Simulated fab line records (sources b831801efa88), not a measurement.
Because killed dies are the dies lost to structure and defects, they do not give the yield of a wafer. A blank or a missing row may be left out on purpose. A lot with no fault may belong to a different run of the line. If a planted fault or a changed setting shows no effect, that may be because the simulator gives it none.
The tool behind it: which one? ; flow sfq_line ; 14 lots with 42 wafers sampled at 3 steps, on a route of 325 steps

== WHAT THE GAUGES READ, wafer by wafer ==
SFQ_I6_OVL_MEAS_942. Usual: I6_OVL -2 nm, standard deviation 5.6.
lot;measured;on;I6_OVL (nm);flag
L498;day 65 21:35;overlay-01;6 7 2;
L499;day 66 02:23;overlay-01;3 0 -1;
L500;day 66 04:47;overlay-02;10 11 6;
L501;day 66 06:20;overlay-02;-8 -11 -10;
L502;day 66 15:21;overlay-02;-6 0 -2;
L503;day 66 18:32;overlay-01;3 6 3;
L504;day 66 19:32;overlay-02;-4 -2 2;
L505;day 66 21:56;overlay-02;-5 -2 -6;
L506;day 66 23:08;overlay-02;-15 -11 -6;
L507;day 69 01:12;overlay-01;8 6 5;
L508;day 69 02:23;overlay-01;0 1 1;
L509;day 69 03:35;overlay-01;-1 -3 -2;
L519;day 71 02:02;overlay-02;-2 0 -4;
L520;day 71 05:38;overlay-02;-1 -13 -10;

== WHAT TOOL EACH LOT RAN ON (gives the tool, then ch and the chambers of the sampled wafers, and finally the start) ==
lot;SFQ_TRILAYER_I5_LITHO_EXPOSE_145;SFQ_TRILAYER_I5_STRIP_STRIP_148
L498;krf_scanner-02 ch 0, day 59 05:11;rie_metal-01 ch 0,1, day 59 06:55
L499;krf_scanner-02 ch 0, day 59 08:47;rie_metal-01 ch 0,1, day 59 10:31
L500;krf_scanner-02 ch 0, day 59 13:47;rie_metal-01 ch 0,1, day 59 15:19
L501;krf_scanner-02 ch 0, day 59 18:23;rie_metal-04 ch 0,1, day 59 20:07
L502;krf_scanner-01 ch 0, day 60 08:19;rie_metal-02 ch 0,1, day 60 09:38
L503;krf_scanner-01 ch 0, day 60 13:04;rie_metal-04 ch 0,1, day 60 14:35
L504;krf_scanner-01 ch 0, day 60 16:16;rie_metal-02 ch 0,1, day 60 17:59
L505;krf_scanner-01 ch 0, day 60 17:28;rie_metal-04 ch 0,1, day 60 19:11
L506;krf_scanner-01 ch 0, day 60 19:04;rie_metal-01 ch 0,1, day 60 20:35
L507;krf_scanner-01 ch 0, day 62 09:55;rie_metal-02 ch 0,1, day 62 11:14
L508;krf_scanner-01 ch 0, day 62 11:43;rie_metal-04 ch 0,1, day 62 13:26
L509;krf_scanner-02 ch 0, day 62 13:02;rie_metal-02 ch 0,1, day 62 14:46
L519;krf_scanner-02, day 65 23:41;rie_metal-02 ch 0,1, day 66 01:24
L520;krf_scanner-02, day 66 07:26;rie_metal-04 ch 0,1, day 66 08:57
- SFQ_TRILAYER_I5_LITHO_EXPOSE_145: exposes mask I5, target cd 700 nm.
- SFQ_TRILAYER_I5_STRIP_STRIP_148: strips in O2.

== WHAT THE TOOLS THEMSELVES READ (means of the sampled wafers that have a number; where no wafer has one, the mark that the record gives instead) ==
SFQ_TRILAYER_I5_LITHO_EXPOSE_145. Usual: exposure_dose_mJ_cm2 21.302, standard deviation 0.02; focus_offset_nm -0.1 nm, standard deviation 0.49.
lot;tool;exposure_dose_mJ_cm2;focus_offset_nm (nm);flag
L498;krf_scanner-02;21.321;0.0;
L499;krf_scanner-02;21.292;0.1;
L500;krf_scanner-02;21.305;-0.7;
L501;krf_scanner-02;21.293;-0.1;
L502;krf_scanner-01;21.313;0.3;
L503;krf_scanner-01;21.317;-0.4;
L504;krf_scanner-01;21.294;-0.5;
L505;krf_scanner-01;21.287;-0.2;
L506;krf_scanner-01;21.306;-0.2;
L507;krf_scanner-01;21.306;-0.1;
L508;krf_scanner-01;21.314;-0.4;
L509;krf_scanner-02;21.298;0.3;
L519;krf_scanner-02;-;-;OFF
L520;krf_scanner-02;-;-;OFF

SFQ_TRILAYER_I5_STRIP_STRIP_148. Usual: drypump_motor_current_A 5.3 A, standard deviation 0.38; oes_product_au 1.011 a.u., standard deviation 0.011; platen_temp_c 39.99 C, standard deviation 0.12.
lot;tool;drypump_motor_current_A (A);oes_product_au (a.u.);platen_temp_c (C);flag
L498;rie_metal-01;5.1;1.024;40.07;
L499;rie_metal-01;5.1;1.020;39.89;
L500;rie_metal-01;5.1;1.023;39.97;
L501;rie_metal-04;5.0;1.008;39.91;
L502;rie_metal-02;5.9;1.020;40.03;
L503;rie_metal-04;5.0;1.010;40.02;
L504;rie_metal-02;5.8;1.016;39.99;
L505;rie_metal-04;5.0;1.002;39.87;
L506;rie_metal-01;5.1;1.015;40.01;
L507;rie_metal-02;5.9;1.022;39.98;
L508;rie_metal-04;5.0;1.000;39.95;
L509;rie_metal-02;5.8;1.016;39.95;
L519;rie_metal-02;5.8;1.005;39.96;
L520;rie_metal-04;4.9;0.994;40.08;

== THE ANSWER, worked out from the rows above alone ==
Rule: a lot is off if the mean of its wafers that have a number lies more than 3 standard deviations from the usual mean. Also off: a lot with no number at a reading for which 4 or more lots have one. The other lots that the step has rows for count as sound. The gauges are gone through in route order, then the tools' own readings, and for those a lot's mean is taken as printed above. The first step at which some lot is off is used, and at that step the reading that is off furthest; a lot without a number counts as furthest.
Off, at SFQ_TRILAYER_I5_LITHO_EXPOSE_145 on exposure_dose_mJ_cm2: L519, L520. Without a number there: L519, L520.
If a tool, at that step or one of the process steps before it, ran each lot that is off and ran no sound lot following the first of them, it fits. One fits: SFQ_TRILAYER_I5_LITHO_EXPOSE_145 on krf_scanner-02. A fault onset in the window from L509 (day 62 13:02, its last sound lot) to L519 (day 65 23:41, its first lot off) fits.
Blank at SFQ_TRILAYER_I5_LITHO_EXPOSE_145 on the lots that are off, where sound lots have numbers: exposure_dose_mJ_cm2, focus_offset_nm.

== WHAT WAS PUT IN BY THE SIMULATOR ==
Entire step skipped (krf_scanner-02, SFQ_TRILAYER_I5_LITHO_EXPOSE_145), from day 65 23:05 onward. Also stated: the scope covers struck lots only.
Shown lots that were struck: L519, L520. Same finding as the rule above.
